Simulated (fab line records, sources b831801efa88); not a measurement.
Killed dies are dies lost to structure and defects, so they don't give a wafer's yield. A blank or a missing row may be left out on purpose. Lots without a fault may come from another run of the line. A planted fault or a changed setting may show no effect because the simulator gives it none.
Chamber matching | flow gf180mcu | GF_SAB_ETCH_11 on rie_diel-03: 4 sister chambers
The step etches SiO2 in C4F8/O2/Ar, target depth 55 nm, time 8.5 s. 4 wafers are shown with their chamber, then 7 later ones without.

WAFERS WITH THEIR CHAMBER
wafer  | chamber | oes_product_au (a.u.)
L245.3 | 2       | 0.989
L247.4 | 0       | 1.011
L248.1 | 3       | 1.006
L248.2 | 1       | 0.984

WAFERS WITHOUT THEIR CHAMBER
wafer  | oes_product_au (a.u.)
L248.3 | 1.017
L250.2 | 1.001
L250.4 | 0.989
L250.6 | 1.005
L251.1 | 1.014
L251.5 | 1.016
L251.6 | 1.002

WHICH CHAMBER EACH WENT THROUGH
wafer  | from the rows above          | in truth
L248.3 | can't be placed: 0 or 3      | 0
L250.2 | can't be placed: 3 or 0 or 2 | 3
L250.4 | can't be placed: 2 or 1      | 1
L250.6 | can't be placed: 3 or 0      | 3
L251.1 | can't be placed: 0 or 3      | 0
L251.5 | can't be placed: 0 or 3      | 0
L251.6 | can't be placed: 3 or 0      | 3
Placed correctly: 0 of 7. Can't be placed from these rows: 7 (the true chamber is among the candidates in 7). Placed wrongly: 0.
How it was worked out, from the rows above alone: a wafer's distance from a chamber is the root of the sum, over the readings, of the square of ((its reading less the chamber's mean) divided by the reading's scatter). The wafer belongs to the nearest chamber; if the next one is less than 2 further off, it can't be placed. A chamber's mean is the mean of its shown wafers. The scatter: with one shown wafer a chamber, the root of the mean of the squares of how far each hidden wafer lies from its nearest shown one.
